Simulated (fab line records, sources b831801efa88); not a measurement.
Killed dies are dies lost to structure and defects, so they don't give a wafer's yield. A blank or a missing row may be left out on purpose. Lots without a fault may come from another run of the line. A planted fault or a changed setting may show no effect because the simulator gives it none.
Split-lot experiment | flow gf180mcu | 5 lots, 23 wafers read, on a route of 602 steps

THE SPLIT
At GF_V3_PEB_12 (peb time 90 s), the setting peb_temp_c was moved away from the recipe's 135 C on 6 of the 23 wafers read, by -2.1% to +2.7%. The other wafers ran this setting at the recipe's value.

FROM THE SPLIT TO THE READING: what the file shows between them, 1 step
- GF_V3_DEVELOP_13: develop time 60 s

THE READING
cd_nm, in nm, at GF_V3_CD_MEAS_14 (target cd 260 nm). Fault-free wafers of this fab line usually give 260.5 nm, standard deviation 1.2 nm.

wafer  | tool, chamber at the split | peb_temp_c as run, C | against the recipe | cd_nm, nm | against lot-mates on the recipe
L075.2 | litho_track-02, 0          | 135                  | recipe             | 259.8     | -
L075.3 | litho_track-02, 0          | 135                  | recipe             | 260.8     | -
L075.4 | litho_track-02, 0          | 135                  | recipe             | 262.2     | -
L075.5 | litho_track-02, 0          | 135                  | recipe             | 262.5     | -
L075.6 | litho_track-02, 0          | 135                  | recipe             | 261.9     | -
L077.1 | litho_track-02, 0          | 132.1                | -2.1%              | 249.4     | -10.5
L077.2 | litho_track-02, 0          | 132.1                | -2.1%              | 249.8     | -10.1
L077.4 | litho_track-02, 0          | 135                  | recipe             | 261.7     | -
L077.5 | litho_track-02, 0          | 132.1                | -2.1%              | 252.5     | -7.4
L077.6 | litho_track-02, 0          | 135                  | recipe             | 258.1     | -
L080.2 | litho_track-02, 0          | 135                  | recipe             | 260.9     | -
L080.3 | litho_track-02, 0          | 135                  | recipe             | 260.5     | -
L080.6 | litho_track-02, 0          | 135                  | recipe             | 260.6     | -
L084.1 | litho_track-01, 0          | 135                  | recipe             | 259.1     | -
L084.2 | litho_track-01, 0          | 135                  | recipe             | 259.3     | -
L084.3 | litho_track-01, 0          | 135                  | recipe             | 259.2     | -
L084.5 | litho_track-01, 0          | 135                  | recipe             | 258.4     | -
L084.6 | litho_track-01, 0          | 135                  | recipe             | 259.5     | -
L085.1 | litho_track-03, 0          | 138.7                | +2.7%              | 268.6     | +8.5
L085.2 | litho_track-03, 0          | 138.7                | +2.7%              | 268.6     | +8.5
L085.3 | litho_track-03, 0          | 138.7                | +2.7%              | 269.3     | +9.2
L085.4 | litho_track-03, 0          | 135                  | recipe             | 261.1     | -
L085.5 | litho_track-03, 0          | 135                  | recipe             | 259.2     | -

THE FIT
A straight line over all 23 wafers: cd_nm changes by +3.68 nm for each +1% of peb_temp_c; r = +0.96; the points scatter about the line by 1.5 nm.
The same after taking each lot's own level away (the mean of its wafers on the recipe; 23 wafers): +3.63 nm for each +1%; r = +0.97; scatter 1.2 nm.
On that fit, the largest move of peb_temp_c shifts the reading by 10 nm.
The lots' own levels span 259.10 to 261.44 nm, that is 1.9 times the standard deviation above.
So the lot-to-lot level changes the slope little: the two slopes agree.
Check: with one of the wafers moved furthest among these (+2.7%) left out of the fit, the line predicts +9.95 nm for it against its lot-mates. It came out at +8.45 nm against them.

OTHER SPLITS ON THESE WAFERS
These wafers also went through other splits before the reading. Each is held against what the fit with the lots' levels taken away leaves over:
other split on the same wafers       | wafers away from the commonest value | r with cd_nm (lot level and that fit taken away)
GF_CONTACT_CVD_24 temp_c             | 7                                    | +0.27
GF_M1_EXPOSE_11 dose_mj              | 8                                    | +0.07
GF_M1_DEVELOP_13 develop_time_s      | 8                                    | -0.30
GF_V2_SPUTTER_21 chamber_pressure_pa | 15                                   | -0.06
GF_M3_SPUTTER_04 power_w             | 10                                   | +0.06
GF_M3_METAL_ETCH_16 icp_w            | 10                                   | -0.06
GF_V3_COAT_09 resist_thk_nm          | 6                                    | -0.40

THE WHOLE CHAIN: every reading that the file lists as answering this split, in the file's order
step             | what it does                                                 | reading                                                   | change (the file's fit)              | r (the file's)
GF_V3_CD_MEAS_14 | target cd 260 nm                                             | cd_nm                                                     | +3.62 nm for each +1% of the setting | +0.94
GF_V3_ETCH_16    | etches BARC in N2/H2                                         | V3.cd_nm (the simulator's own value, which no gauge read) | +3.87 nm for each +1% of the setting | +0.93
GF_V3_ETCH_17    | etches SiO2 in C4F8/O2/Ar, stops on TiN, target depth 635 nm | V3.cd_nm (the simulator's own value, which no gauge read) | +3.95 nm for each +1% of the setting | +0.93

THE FILE'S OWN FIT
cd_nm changes by +3.62 nm for each +1% of peb_temp_c, r = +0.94.
